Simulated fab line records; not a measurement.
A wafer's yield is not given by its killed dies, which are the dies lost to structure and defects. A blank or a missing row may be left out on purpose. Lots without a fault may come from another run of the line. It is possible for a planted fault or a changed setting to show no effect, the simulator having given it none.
Problem report in the 8D (eight disciplines) form, filled by code || flow gf180mcu || the parts of the form that need people (team, actions taken, sign-off) are left out

## 1. WHAT WENT WRONG
Across 2 wafers from 2 lots, V1_W_RS at GF_V1_RS_MEAS_24 averages 0.357 ohm/sq, while fault-free wafers read 0.331 ohm/sq with a standard deviation of 0.0048. Measured from the usual mean, that is +5.4 standard deviations.
The step: measures by four-point-probe.
First observed at day 23 07:33: wafer L268.5, on film metro-01. Wafers with a number at this step in the record: 35, from 12 lots. Rule for "out", or "out of limits": more than 4 standard deviations from the usual mean. The other wafers with a number count as sound.

## 2. WHAT THIS IS AND IS NOT
{"question": "which readings at this step", "is": "V1_W_RS", "is not": "-"}
{"question": "which lots", "is": "L268, L269", "is not": "L256, L257, L261, L262, L263, L265, L266, L267, L270, L279"}
{"question": "which wafers of those lots", "is": "L268.5, L269.5", "is not": "L268.3, L268.4, L269.2"}
{"question": "read on which gauges", "is": "film metro-01, film metro-02", "is not": "film metro-03"}
{"question": "when", "is": "from day 23 07:33", "is not": "up to then (26 sound wafers); but 7 sound wafers of L269, L270, L279 came after"}

## 3. THE SUSPECTS, EACH WITH WHAT RULES IT OUT
Counting: if a tool at a process step up to the reading ran every lot that is out, it stays a suspect. Sound lots after the first of them don't rule it out here, since some wafers of a struck lot are sound.
- ruled out: the gauge at GF_V1_RS_MEAS_24. Those wafers that are out were read across 2 gauges (film metro-01, film metro-02).
- pvd sputter-04 at GF_M1_SPUTTER_00 (material Ti, target thk 37.5 nm, time 150 s): kept. It processed each lot that is out (first: L268, day 21 06:02); up to then, its last sound lot is L266 (day 20 10:05).
- cvd w-01 at GF_V1_CVD_23 (deposits W, target thk 350 nm, time 105.05 s): kept. It processed each lot that is out (first: L268, day 23 07:26); up to then, its last sound lot is L267 (day 23 03:33).
After counting, pvd sputter-04 at GF_M1_SPUTTER_00 and cvd w-01 at GF_V1_CVD_23 remain.

## 4. THE CAUSE (what the simulator had put in)
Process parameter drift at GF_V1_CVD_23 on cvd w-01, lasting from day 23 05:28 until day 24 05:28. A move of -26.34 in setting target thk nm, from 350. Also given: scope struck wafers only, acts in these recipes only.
This tool is one of the 2 suspects left after counting.

## 5. SEQUENCE OF EFFECTS, ordered by route
Rows list readings where the struck wafers' mean (over those with a number) sits beyond 3 standard deviations from the usual. Only readings whose record carries a usual standard deviation are examined. hours: median over the lots of the time between each lot's start at the first step of this table that gives one and its start at this step. sigmas: the change, counted in usual standard deviations.
{"hours": 0, "step": "GF_V1_RS_MEAS_24", "reading": "V1_W_RS", "usual": "0.331 ohm/sq", "on struck wafers": 0.357, "change": "+0.026", "sigmas": "+5.4"}
{"hours": 0, "step": "GF_V1_THK_MEAS_25", "reading": "V1_W_THK", "usual": "347 nm", "on struck wafers": 322, "change": -26, "sigmas": -5.7}

## 6. WHAT WOULD HAVE CAUGHT IT SOONER
2 hours passed between the start of the fault at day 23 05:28 and the first reading out of limits at a measuring or inspecting step in this record, taken at day 23 07:33.
Of the tool readings at GF_V1_CVD_23 for which the record gives a usual standard deviation, none was out on any struck wafer, so an alarm limit of 4 standard deviations on them would not have fired.
Among the 2 lots that are out, L269 began GF_V1_CVD_23 on cvd w-01 after day 23 07:33. Putting the tool on hold at that point would have spared it.
